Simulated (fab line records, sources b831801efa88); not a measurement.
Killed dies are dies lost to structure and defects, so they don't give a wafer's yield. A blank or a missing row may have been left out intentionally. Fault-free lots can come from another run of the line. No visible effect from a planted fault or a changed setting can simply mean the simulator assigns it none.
fab line records + flow sky130
record
- lots=7
- wafers=21
- last_day=49
route steps=708 shown SD_N@350 SD_P@359 RES_XHIGH@360 SALICIDE@361 LI_CONTACT@362 PAD_OPEN@708
lots with no fault: from the same line, run without faults
start_h: hours from the record's first day to the start of the lot's first wafer shown + wait_h: hours elapsed since this lot's preceding step + " identical to the entry in the row above + L1.1+2: a row that stands for several wafers + - no value present, or no start provided + * or withheld: withheld + < > ~ a bound
route shown NAME@n: a module of which the file shows steps, and the number in the route of the first + usual: the fault-free wafers' mean and standard deviation + same: alike in all rows + chamber/n: place in a boat + sites: the reading at each site + _std_site: their standard deviation + _edge_site: mean of outer sites minus mean of inner sites + radius_mm: how far each site lies from the wafer's centre + mask NAME#n: copy n + behind: the tool/chamber that last shaped the wafer + hold: reason for holding the lot/hours on hold/outcome of the hold + device: which transistor (n, p or np) failed to switch + end of line: the route-end tests of the same wafers + a step given without rows: its recipe and nothing more + killed: at the first sort, the dies lost to defects and structure; wafer yield is something else + map: per-die view of a wafer (x killed, . not killed, _ where there is no die)
set.NAME: setting as actually run; set.NAME@STEP: the setting as run at that earlier step + model.NAME: the simulator's own value behind a step, which no gauge read
lots at some steps of the route; a table a step, a row a wafer
services: a tool's chamber out of use, with start hour (start_h, from the record's first day; less than 0 if before it), hours out, and reason
## steps
# step SKY_SD_N_OVL_MEAS_08
# usual
- SD_N_OVL=0.0/1.4
| lot.wafer | tool       | chamber | start_h | wait_h | SD_N_OVL[nm] |
|-----------|------------|---------|---------|--------|--------------|
| L125.1    | overlay-02 | -       | 687.52  | 0.1    | 0.0          |
| L125.4    | "          | -       | "       | "      | -1.1         |
| L125.5    | "          | -       | "       | "      | -2.1         |
| L130.1    | overlay-01 | -       | 731.88  | 0.1    | 1.5          |
| L130.4    | "          | -       | "       | "      | -0.3         |
| L130.6    | "          | -       | "       | "      | 1.3          |
| L134.3    | overlay-02 | -       | 766.58  | 0.1    | 1.2          |
| L134.4    | "          | -       | "       | "      | 1.3          |
| L134.5    | "          | -       | "       | "      | 2.1          |
| L135.2    | overlay-02 | -       | 771.13  | 0.1    | -0.5         |
| L135.4    | "          | -       | "       | "      | -1.0         |
| L135.6    | "          | -       | "       | "      | -1.1         |
| L136.1    | overlay-02 | -       | 774.58  | 0.1    | -1.6         |
| L136.2    | "          | -       | "       | "      | 0.0          |
| L136.3    | "          | -       | "       | "      | -1.7         |
| L137.2    | overlay-02 | -       | 788.98  | 0.1    | -1.7         |
| L137.3    | "          | -       | "       | "      | 0.1          |
| L137.4    | "          | -       | "       | "      | -0.2         |
| L141.3    | overlay-01 | -       | 805.03  | 0.1    | -0.9         |
| L141.4    | "          | -       | "       | "      | -0.7         |
| L141.5    | "          | -       | "       | "      | -0.7         |
# step SKY_SD_N_IMPLANT_09
# recipe
- species=As
- energy_kev=50
- dose_cm2=4e+15
- tilt_deg=0
# step SKY_SD_N_IMPLANT_10
# recipe
- species=P
- energy_kev=20
- dose_cm2=1e+14
- tilt_deg=0
# step SKY_SD_N_STRIP_11
# recipe
- chemistry=O2/N2
- power_w=1400
- pressure_mtorr=1500
- platen_temp_c=withheld
- o2_flow_sccm=3000
- n2_flow_sccm=300
- overash_fraction=0.5
# usual
- drypump_motor_current_A=6.19/0.22
- oes_product_au=0.527/0.0048
- strip_time_to_endpoint_s=22.56/0.053
| lot.wafer | tool            | chamber | start_h | wait_h | drypump_motor_current_A | oes_product_au | rf_hours_counter_h | strip_time_to_endpoint_s |
|-----------|-----------------|---------|---------|--------|-------------------------|----------------|--------------------|--------------------------|
| L125.1    | plasma_asher-04 | 0       | 687.85  | 0.1    | 6.37                    | 0.529          | 57                 | 22.56                    |
| L125.4    | "               | 1       | "       | "      | 6.25                    | 0.528          | -                  | 22.56                    |
| L125.5    | "               | 1       | "       | "      | 6.24                    | 0.536          | -                  | 22.55                    |
| L130.1    | plasma_asher-01 | 0       | 732.21  | 0.1    | 5.83                    | 0.531          | 93                 | 22.56                    |
| L130.4    | "               | 0       | "       | "      | 5.84                    | 0.533          | -                  | 22.51                    |
| L130.6    | "               | 1       | "       | "      | 6.37                    | 0.521          | -                  | 22.52                    |
| L134.3    | plasma_asher-04 | 1       | 766.94  | 0.1    | 6.22                    | 0.524          | -                  | 22.59                    |
| L134.4    | "               | 0       | "       | "      | 6.34                    | 0.529          | -                  | 22.62                    |
| L134.5    | "               | 1       | "       | "      | 6.23                    | 0.532          | -                  | 22.56                    |
| L135.2    | plasma_asher-01 | 0       | 771.46  | 0.1    | 5.84                    | 0.534          | 97                 | 22.57                    |
| L135.4    | "               | 0       | "       | "      | 5.81                    | 0.528          | -                  | 22.56                    |
| L135.6    | "               | 1       | "       | "      | 6.37                    | 0.528          | -                  | 22.52                    |
| L136.1    | plasma_asher-04 | 1       | 774.92  | 0.1    | 6.23                    | 0.531          | 65                 | 22.53                    |
| L136.2    | "               | 0       | "       | "      | 6.33                    | 0.522          | 65                 | 22.55                    |
| L136.3    | "               | 1       | "       | "      | 6.23                    | 0.521          | -                  | 22.56                    |
| L137.2    | plasma_asher-01 | 1       | 789.31  | 0.1    | 6.35                    | 0.522          | 98                 | 22.48                    |
| L137.3    | "               | 1       | "       | "      | 6.36                    | 0.533          | -                  | 22.47                    |
| L137.4    | "               | 0       | "       | "      | 5.82                    | 0.523          | -                  | 22.47                    |
| L141.3    | plasma_asher-01 | 0       | 805.39  | 0.1    | 5.86                    | 0.522          | -                  | 22.57                    |
| L141.4    | "               | 1       | "       | "      | 6.39                    | 0.539          | -                  | 22.53                    |
| L141.5    | "               | 0       | "       | "      | 5.88                    | 0.525          | -                  | 22.55                    |
# step SKY_SD_N_TW_MEAS_12
# usual
- SD_N_TW=4003/33
| lot.wafer | tool          | chamber | start_h | wait_h | SD_N_TW |
|-----------|---------------|---------|---------|--------|---------|
| L125.1    | film_metro-02 | -       | 687.95  | 0.1    | 3952    |
| L125.4    | "             | -       | "       | "      | 3958    |
| L125.5    | "             | -       | "       | "      | 3970    |
| L130.1    | film_metro-04 | -       | 732.31  | 0.1    | 4057    |
| L130.4    | "             | -       | "       | "      | 4045    |
| L130.6    | "             | -       | "       | "      | 4049    |
| L134.3    | film_metro-04 | -       | 767.02  | 0.1    | 4051    |
| L134.4    | "             | -       | "       | "      | 4032    |
| L134.5    | "             | -       | "       | "      | 4019    |
| L135.2    | film_metro-04 | -       | 771.57  | 0.1    | 4026    |
| L135.4    | "             | -       | "       | "      | 4025    |
| L135.6    | "             | -       | "       | "      | 4023    |
| L136.1    | film_metro-03 | -       | 775.02  | 0.1    | 3995    |
| L136.2    | "             | -       | "       | "      | 4010    |
| L136.3    | "             | -       | "       | "      | 3970    |
| L137.2    | film_metro-03 | -       | 789.42  | 0.1    | 3993    |
| L137.3    | "             | -       | "       | "      | 3986    |
| L137.4    | "             | -       | "       | "      | 3993    |
| L141.3    | film_metro-03 | -       | 805.47  | 0.1    | 3981    |
| L141.4    | "             | -       | "       | "      | 3992    |
| L141.5    | "             | -       | "       | "      | 4000    |
# step SKY_SD_N_CLEAN_13
# recipe
- chemistry=SC1/SC2
- mix=1:4:20
- temp_c=70
- time_s=150
- dry=n2_spin
# step SKY_SD_N_RTA_14
# recipe
- temp_c=1075
- time_s=2
- idle_temp_c=650
- ramp_up_c_per_s=150
- ramp_down_c_per_s=90
- ambient=N2
# usual
- lamp_power_pct=15.73/0.049
- wafer_temp_C_max=1078.0/1.2
| lot.wafer | tool          | chamber | start_h | wait_h | lamp_power_pct | wafer_temp_C_max |
|-----------|---------------|---------|---------|--------|----------------|------------------|
| L125.1    | rtp_anneal-01 | 0       | 688.07  | 0.0    | 15.66          | 1077.4           |
| L125.4    | "             | 0       | "       | "      | 15.68          | 1080.3           |
| L125.5    | "             | 0       | "       | "      | 15.71          | 1077.9           |
| L130.1    | rtp_anneal-02 | 0       | 732.42  | 0.0    | 15.78          | 1076.8           |
| L130.4    | "             | 0       | "       | "      | 15.72          | 1079.9           |
| L130.6    | "             | 0       | "       | "      | 15.71          | 1077.7           |
| L134.3    | rtp_anneal-02 | 0       | 767.13  | 0.0    | 15.66          | 1076.6           |
| L134.4    | "             | 0       | "       | "      | 15.73          | 1077.1           |
| L134.5    | "             | 0       | "       | "      | 15.72          | 1077.5           |
| L135.2    | rtp_anneal-01 | 0       | 771.68  | 0.0    | 15.70          | 1078.7           |
| L135.4    | "             | 0       | "       | "      | 15.80          | 1076.1           |
| L135.6    | "             | 0       | "       | "      | 15.73          | 1076.6           |
| L136.1    | rtp_anneal-02 | 0       | 775.13  | 0.0    | 15.81          | 1077.2           |
| L136.2    | "             | 0       | "       | "      | 15.80          | 1078.1           |
| L136.3    | "             | 0       | "       | "      | 15.82          | 1077.4           |
| L137.2    | rtp_anneal-01 | 0       | 789.54  | 0.0    | 15.76          | 1077.3           |
| L137.3    | "             | 0       | "       | "      | 15.79          | 1078.1           |
| L137.4    | "             | 0       | "       | "      | 15.78          | 1075.6           |
| L141.3    | rtp_anneal-01 | 0       | 805.58  | 0.0    | 15.77          | 1077.5           |
| L141.4    | "             | 0       | "       | "      | 15.66          | 1078.7           |
| L141.5    | "             | 0       | "       | "      | 15.74          | 1081.4           |
# step SKY_SD_N_RS_MEAS_16
# recipe
- thk_meas_gauge=four-point-probe
# usual
- SD_N_RS=68.56/0.12
| lot.wafer | tool          | chamber | start_h | wait_h | SD_N_RS[ohm/sq] |
|-----------|---------------|---------|---------|--------|-----------------|
| L125.1    | film_metro-03 | -       | 688.24  | 0.1    | 68.74           |
| L125.4    | "             | -       | "       | "      | 68.72           |
| L125.5    | "             | -       | "       | "      | 68.71           |
| L130.1    | film_metro-02 | -       | 732.65  | 0.1    | 68.40           |
| L130.4    | "             | -       | "       | "      | 68.29           |
| L130.6    | "             | -       | "       | "      | 68.55           |
| L134.3    | film_metro-04 | -       | 767.33  | 0.1    | 68.40           |
| L134.4    | "             | -       | "       | "      | 68.59           |
| L134.5    | "             | -       | "       | "      | 68.48           |
| L135.2    | film_metro-04 | -       | 771.89  | 0.1    | 68.40           |
| L135.4    | "             | -       | "       | "      | 68.22           |
| L135.6    | "             | -       | "       | "      | 68.55           |
| L136.1    | film_metro-04 | -       | 775.30  | 0.1    | 68.56           |
| L136.2    | "             | -       | "       | "      | 68.55           |
| L136.3    | "             | -       | "       | "      | 68.51           |
| L137.2    | film_metro-03 | -       | 789.77  | 0.1    | 68.67           |
| L137.3    | "             | -       | "       | "      | 68.63           |
| L137.4    | "             | -       | "       | "      | 68.70           |
| L141.3    | film_metro-03 | -       | 805.78  | 0.1    | 68.61           |
| L141.4    | "             | -       | "       | "      | 68.63           |
| L141.5    | "             | -       | "       | "      | 68.58           |
# step SKY_SD_N_RS_MEAS_17
# recipe
- thk_meas_gauge=four-point-probe
# usual
- SD_P_RS=147.2/0.35
| lot.wafer | tool          | chamber | start_h | wait_h | SD_P_RS[ohm/sq] |
|-----------|---------------|---------|---------|--------|-----------------|
| L125.1    | film_metro-03 | -       | 688.36  | 0.1    | 147.3           |
| L125.4    | "             | -       | "       | "      | 147.7           |
| L125.5    | "             | -       | "       | "      | 147.8           |
| L130.1    | film_metro-02 | -       | 732.77  | 0.1    | 146.6           |
| L130.4    | "             | -       | "       | "      | 146.4           |
| L130.6    | "             | -       | "       | "      | 147.0           |
| L134.3    | film_metro-04 | -       | 767.45  | 0.1    | 146.5           |
| L134.4    | "             | -       | "       | "      | 146.8           |
| L134.5    | "             | -       | "       | "      | 146.9           |
| L135.2    | film_metro-04 | -       | 772.01  | 0.1    | 147.2           |
| L135.4    | "             | -       | "       | "      | 146.9           |
| L135.6    | "             | -       | "       | "      | 146.9           |
| L136.1    | film_metro-04 | -       | 775.42  | 0.1    | 147.2           |
| L136.2    | "             | -       | "       | "      | 147.0           |
| L136.3    | "             | -       | "       | "      | 147.4           |
| L137.2    | film_metro-03 | -       | 789.89  | 0.1    | 146.9           |
| L137.3    | "             | -       | "       | "      | 147.4           |
| L137.4    | "             | -       | "       | "      | 147.4           |
| L141.3    | film_metro-03 | -       | 805.90  | 0.1    | 147.2           |
| L141.4    | "             | -       | "       | "      | 147.5           |
| L141.5    | "             | -       | "       | "      | 146.8           |
# step SKY_SD_N_RS_MEAS_18
# recipe
- thk_meas_gauge=four-point-probe
# usual
- RES_XHIGH_RS=333.6/1.3
| lot.wafer | tool          | chamber | start_h | wait_h | RES_XHIGH_RS[ohm/sq] |
|-----------|---------------|---------|---------|--------|----------------------|
| L125.1    | film_metro-03 | -       | 688.48  | 0.1    | 333.9                |
| L125.4    | "             | -       | "       | "      | 335.0                |
| L125.5    | "             | -       | "       | "      | 333.1                |
| L130.1    | film_metro-02 | -       | 732.89  | 0.1    | 330.6                |
| L130.4    | "             | -       | "       | "      | 332.9                |
| L130.6    | "             | -       | "       | "      | 332.6                |
| L134.3    | film_metro-04 | -       | 767.57  | 0.1    | 335.8                |
| L134.4    | "             | -       | "       | "      | 334.4                |
| L134.5    | "             | -       | "       | "      | 335.0                |
| L135.2    | film_metro-04 | -       | 772.13  | 0.1    | 332.8                |
| L135.4    | "             | -       | "       | "      | 332.4                |
| L135.6    | "             | -       | "       | "      | 333.3                |
| L136.1    | film_metro-04 | -       | 775.54  | 0.1    | 334.6                |
| L136.2    | "             | -       | "       | "      | 333.9                |
| L136.3    | "             | -       | "       | "      | 335.0                |
| L137.2    | film_metro-03 | -       | 790.01  | 0.1    | 335.7                |
| L137.3    | "             | -       | "       | "      | 334.9                |
| L137.4    | "             | -       | "       | "      | 334.9                |
| L141.3    | film_metro-03 | -       | 806.02  | 0.1    | 334.2                |
| L141.4    | "             | -       | "       | "      | 334.1                |
| L141.5    | "             | -       | "       | "      | 334.9                |
# step SKY_SALICIDE_CLEAN_00
# recipe
- chemistry=HF-last
- time_s=30
- dilution=100:1
- dry=ipa_marangoni
# step SKY_LI_CONTACT_HDPCVD_00
# recipe
- material=PSG
- target_thk_nm=930
- sigma_open_frac=0.3
- time_s=155
- temp_c=600
- sih4_flow_sccm=60
- pressure_mtorr=6
# usual
- run_length_s=183.2/0.58
| lot.wafer | tool      | chamber | start_h | wait_h | run_length_s | model.PSG_of_LI_CONTACT_HDPCVD_00.thk_nm |
|-----------|-----------|---------|---------|--------|--------------|------------------------------------------|
| L125.1    | hdpcvd-02 | 0       | 688.62  | 0.0    | 183.5        | 917.1                                    |
| L125.4    | "         | 0       | "       | "      | 183.8        | 917.3                                    |
| L125.5    | "         | 0       | "       | "      | 183.8        | 916.6                                    |
| L130.1    | hdpcvd-02 | 1       | 733.03  | 0.0    | 183.6        | 915.7                                    |
| L130.4    | "         | 1       | "       | "      | 184.6        | 918.7                                    |
| L130.6    | "         | 0       | "       | "      | 184.2        | 927.2                                    |
| L134.3    | hdpcvd-01 | 0       | 767.66  | 0.0    | 183.5        | 912                                      |
| L134.4    | "         | 1       | "       | "      | 182.5        | 911.2                                    |
| L134.5    | "         | 2       | "       | "      | 183.2        | 908                                      |
| L135.2    | hdpcvd-02 | 1       | 772.25  | 0.0    | 183.8        | 922.1                                    |
| L135.4    | "         | 1       | "       | "      | 183.6        | 914.7                                    |
| L135.6    | "         | 2       | "       | "      | 194.8        | 996.7                                    |
| L136.1    | hdpcvd-02 | 2       | 775.68  | 0.0    | 182.7        | 930.9                                    |
| L136.2    | "         | 0       | "       | "      | 183.6        | 931.3                                    |
| L136.3    | "         | 1       | "       | "      | 196.3        | 990.9                                    |
| L137.2    | hdpcvd-02 | 2       | 790.13  | 0.0    | 182.6        | 933.3                                    |
| L137.3    | "         | 0       | "       | "      | 196.5        | 995.9                                    |
| L137.4    | "         | 0       | "       | "      | 183.8        | 937.3                                    |
| L141.3    | hdpcvd-01 | 2       | 806.13  | 0.0    | 183.1        | 922.7                                    |
| L141.4    | "         | 2       | "       | "      | 182.8        | 922.5                                    |
| L141.5    | "         | 0       | "       | "      | 182.8        | 920.7                                    |
# step SKY_LI_CONTACT_THK_MEAS_01
# recipe
- reads=PSG_of_LI_CONTACT_HDPCVD_00
# usual
- LI_CONTACT_HDPCVD_THK=924/9.7
| lot.wafer | tool          | chamber | start_h | wait_h | LI_CONTACT_HDPCVD_THK[nm] |
|-----------|---------------|---------|---------|--------|---------------------------|
| L125.1    | film_metro-02 | -       | 688.77  | 0.1    | 918                       |
| L125.4    | "             | -       | "       | "      | 918                       |
| L125.5    | "             | -       | "       | "      | 917                       |
| L130.1    | film_metro-03 | -       | 733.13  | 0.1    | 915                       |
| L130.4    | "             | -       | "       | "      | 919                       |
| L130.6    | "             | -       | "       | "      | 927                       |
| L134.3    | film_metro-04 | -       | 767.79  | 0.1    | 912                       |
| L134.4    | "             | -       | "       | "      | 911                       |
| L134.5    | "             | -       | "       | "      | 909                       |
| L135.2    | film_metro-03 | -       | 772.36  | 0.1    | 922                       |
| L135.4    | "             | -       | "       | "      | 915                       |
| L135.6    | "             | -       | "       | "      | 998                       |
| L136.1    | film_metro-03 | -       | 775.78  | 0.1    | 932                       |
| L136.2    | "             | -       | "       | "      | 931                       |
| L136.3    | "             | -       | "       | "      | 992                       |
| L137.2    | film_metro-04 | -       | 790.24  | 0.1    | 933                       |
| L137.3    | "             | -       | "       | "      | 995                       |
| L137.4    | "             | -       | "       | "      | 938                       |
| L141.3    | film_metro-03 | -       | 806.25  | 0.1    | 922                       |
| L141.4    | "             | -       | "       | "      | 923                       |
| L141.5    | "             | -       | "       | "      | 921                       |
# step SKY_LI_CONTACT_CMP_02
# recipe
- material=PSG
- down_force_psi=4
- platen_rpm=60
- pad_velocity_m_s=0.94248
# usual
- motor_current_A=12.2/1.4
- time_to_endpoint_s=32.2/2.2
| lot.wafer | tool   | chamber | start_h | wait_h | motor_current_A | time_to_endpoint_s |
|-----------|--------|---------|---------|--------|-----------------|--------------------|
| L125.4    | cmp-02 | 3       | 688.83  | 0.0    | 10.3            | 32.5               |
| L125.1    | "      | 2       | "       | "      | 13.4            | 32.0               |
| L125.5    | "      | 0       | "       | "      | 12.2            | 30.4               |
| L130.1    | cmp-02 | 1       | 733.19  | 0.1    | 11.6            | 32.8               |
| L130.4    | "      | 3       | "       | "      | 10.7            | 34.1               |
| L130.6    | "      | 2       | "       | "      | 14.0            | 34.1               |
| L134.4    | cmp-02 | 2       | 767.88  | 0.1    | 13.4            | 30.3               |
| L134.3    | "      | 0       | "       | "      | 11.4            | 28.1               |
| L134.5    | "      | 2       | "       | "      | 14.3            | 29.0               |
| L135.4    | cmp-01 | 1       | 772.46  | 0.1    | 12.9            | 29.0               |
| L135.2    | "      | 2       | "       | "      | 10.0            | 31.0               |
| L135.6    | "      | 0       | "       | "      | 12.8            | 41.6               |
| L136.1    | cmp-01 | 2       | 775.84  | 0.1    | 10.0            | 32.4               |
| L136.2    | "      | 3       | "       | "      | 13.6            | 32.3               |
| L136.3    | "      | 1       | "       | "      | 14.1            | 33.9               |
| L137.2    | cmp-02 | 2       | 790.29  | 0.0    | 13.5            | 33.1               |
| L137.4    | "      | 3       | "       | "      | 10.1            | 36.4               |
| L137.3    | "      | 0       | "       | "      | 12.0            | 40.8               |
| L141.3    | cmp-01 | 3       | 806.29  | 0.0    | 14.1            | 30.2               |
| L141.4    | "      | 2       | "       | "      | 10.2            | 30.5               |
| L141.5    | "      | 3       | "       | "      | 13.3            | 28.7               |
# step SKY_LI_CONTACT_BOW_MEAS_03
# recipe
- mode=bow
# usual
- LI_CONTACT_BOW=57/7.3
| lot.wafer | tool          | chamber | start_h | wait_h | LI_CONTACT_BOW[um] |
|-----------|---------------|---------|---------|--------|--------------------|
| L125.1    | film_metro-04 | -       | 689.13  | 0.1    | 50                 |
| L125.4    | "             | -       | "       | "      | 52                 |
| L125.5    | "             | -       | "       | "      | 56                 |
| L130.1    | film_metro-04 | -       | 733.49  | 0.2    | 62                 |
| L130.4    | "             | -       | "       | "      | 55                 |
| L130.6    | "             | -       | "       | "      | 55                 |
| L134.3    | film_metro-03 | -       | 768.17  | 0.1    | 64                 |
| L134.4    | "             | -       | "       | "      | 56                 |
| L134.5    | "             | -       | "       | "      | 41                 |
| L135.2    | film_metro-03 | -       | 772.73  | 0.2    | 57                 |
| L135.4    | "             | -       | "       | "      | 59                 |
| L135.6    | "             | -       | "       | "      | 57                 |
| L136.1    | film_metro-04 | -       | 776.14  | 0.2    | 59                 |
| L136.2    | "             | -       | "       | "      | 71                 |
| L136.3    | "             | -       | "       | "      | 61                 |
| L137.2    | film_metro-04 | -       | 790.61  | 0.3    | 48                 |
| L137.3    | "             | -       | "       | "      | 61                 |
| L137.4    | "             | -       | "       | "      | 58                 |
| L141.3    | film_metro-03 | -       | 806.63  | 0.3    | 45                 |
| L141.4    | "             | -       | "       | "      | 65                 |
| L141.5    | "             | -       | "       | "      | 61                 |
# step SKY_PAD_OPEN_PROBE_99
# usual
- killed_at_M0_to_M3=44/6.8
- killed_at_M4_up=3.2/1.7
- killed_at_contacts=24/4.9
- killed_at_front_end=14/4.1
- killed_at_other=0.2/0.51
- killed_dies=85/8.7
- killed_open=46/6.8
- killed_short=39/6.1
# same
- gross_dies=492
- killed_at_back_side=0
| lot.wafer | tool      | chamber | start_h | wait_h | killed_at_M0_to_M3 | killed_at_M4_up | killed_at_contacts | killed_at_front_end | killed_at_other | killed_dies | killed_open | killed_short |
|-----------|-----------|---------|---------|--------|--------------------|-----------------|--------------------|---------------------|-----------------|-------------|-------------|--------------|
| L125.1    | prober-01 | -       | 1104.49 | 0.1    | 60                 | 3               | 35                 | 3                   | 0               | 101         | 43          | 58           |
| L125.4    | prober-01 | -       | 1104.64 | 0.2    | 49                 | 4               | 18                 | 17                  | 0               | 88          | 46          | 42           |
| L125.5    | prober-01 | -       | 1104.69 | 0.2    | 38                 | 5               | 34                 | 14                  | 0               | 91          | 57          | 34           |
| L141.3    | prober-01 | -       | 1185.46 | 0.2    | 41                 | 2               | 19                 | 8                   | 0               | 70          | 43          | 27           |
| L141.4    | prober-01 | -       | 1185.51 | 0.2    | 49                 | 5               | 31                 | 11                  | 0               | 96          | 53          | 43           |
| L141.5    | prober-01 | -       | 1185.56 | 0.2    | 49                 | 1               | 28                 | 11                  | 0               | 89          | 48          | 41           |
# killed by level:class
L125.1 METAL2:geometric_particle:short=14 VIA1:geometric_particle:open=10 CONTACT:geometric_particle:short=9 LOCAL_INTERCONNECT:geometric_particle:short=8 VIA3:geometric_particle:open=8 CONTACT:geometric_particle:open=7 METAL1:geometric_particle:short=7 LI_CONTACT:geometric_particle:open=6
L125.4 VIA1:geometric_particle:open=12 VIA2:geometric_particle:open=8 FIELD_ISO:geometric_particle:open=6 CONTACT:geometric_particle:short=6 METAL2:geometric_particle:short=6 METAL3:geometric_particle:short=6 CONTACT:geometric_particle:open=5 POLY_GATE:geometric_particle:short=4
L125.5 CONTACT:geometric_particle:open=15 LI_CONTACT:geometric_particle:open=11 METAL1:geometric_particle:short=7 VIA1:geometric_particle:open=7 POLY_GATE:geometric_particle:open=5 VIA1:geometric_particle:short=5 VIA2:geometric_particle:open=5 FIELD_ISO:geometric_particle:open=3
L141.3 LI_CONTACT:geometric_particle:open=11 VIA2:geometric_particle:open=10 VIA1:geometric_particle:open=7 CONTACT:geometric_particle:open=5 METAL1:geometric_particle:short=5 VIA1:geometric_particle:short=5 METAL3:geometric_particle:short=4 VIA3:geometric_particle:open=3
L141.4 LI_CONTACT:geometric_particle:open=13 CONTACT:geometric_particle:open=9 VIA1:geometric_particle:open=8 METAL1:geometric_particle:short=8 VIA3:geometric_particle:open=8 VIA1:geometric_particle:short=6 FIELD_ISO:geometric_particle:short=5 METAL3:geometric_particle:short=5
L141.5 CONTACT:geometric_particle:open=15 VIA1:geometric_particle:open=10 METAL1:geometric_particle:short=8 LI_CONTACT:geometric_particle:open=5 VIA2:geometric_particle:open=5 VIA1:geometric_particle:short=5 VIA3:geometric_particle:short=5 VIA3:geometric_particle:open=5
## services
| tool      | chamber | start_h | hours | kind                           |
|-----------|---------|---------|-------|--------------------------------|
| hdpcvd-02 | 0       | 665.75  | -     | clean                          |
| hdpcvd-02 | 1       | 665.75  | -     | clean                          |
| hdpcvd-02 | 2       | 665.75  | -     | clean                          |
| cmp-02    | -       | 675.39  | 5.4   | repair                         |
| cmp-02    | -       | 683.23  | 1.7   | repair                         |
| hdpcvd-02 | 2       | 685.44  | 10.8  | repair                         |
| cmp-02    | -       | 730.19  | 0.9   | repair                         |
| cmp-02    | -       | 744.00  | 4.0   | pm                             |
| cmp-02    | -       | 748.00  | -     | consumable_replace:conditioner |
| cmp-02    | -       | 748.00  | -     | consumable_replace:pad         |
| cmp-02    | -       | 751.82  | 7.6   | pm                             |
| cmp-01    | -       | 786.15  | 4.3   | repair                         |
| hdpcvd-02 | -       | 802.24  | 6.0   | pm                             |
## key
first_sign
- step=SKY_LI_CONTACT_HDPCVD_00
- reading=run_length_s
- direction=up
- sigmas=22
- usual=*
- struck=*
effect
- step=SKY_LI_CONTACT_THK_MEAS_01
- reading=LI_CONTACT_HDPCVD_THK
- direction=up
- sigmas=7.4
- usual=924
- struck=995
effect
- step=SKY_LI_CONTACT_CMP_02
- reading=time_to_endpoint_s
- direction=up
- sigmas=3
- usual=*
- struck=*
model_effect
- step=SKY_LI_CONTACT_HDPCVD_00
- value=PSG_of_LI_CONTACT_HDPCVD_00.thk_nm
- without=919.9
- struck=994.5
met_at SKY_LI_CONTACT_HDPCVD_00
struck_wafers L135.6,L136.3,L137.3
tester_left_out L135,L136,L137
onset_between 733.03 772.25
fault
- kind=process_parameter_drift
- tool=hdpcvd-02
- chamber=-
- onset_h=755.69
- steps=SKY_LI_CONTACT_HDPCVD_00
- channel=time_s
- offset=*
- shape=step
- end_h=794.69
- scope=struck_wafers_only
- acts_in=*
- stated=*
# tester_left_out: of these lots the tester's yield and bins aren't shown, on N5 and GAA mostly nor the transistor test; their killed dies are dies lost to structure and defects alone, not to doping, threshold or leakage, so they don't give the yield
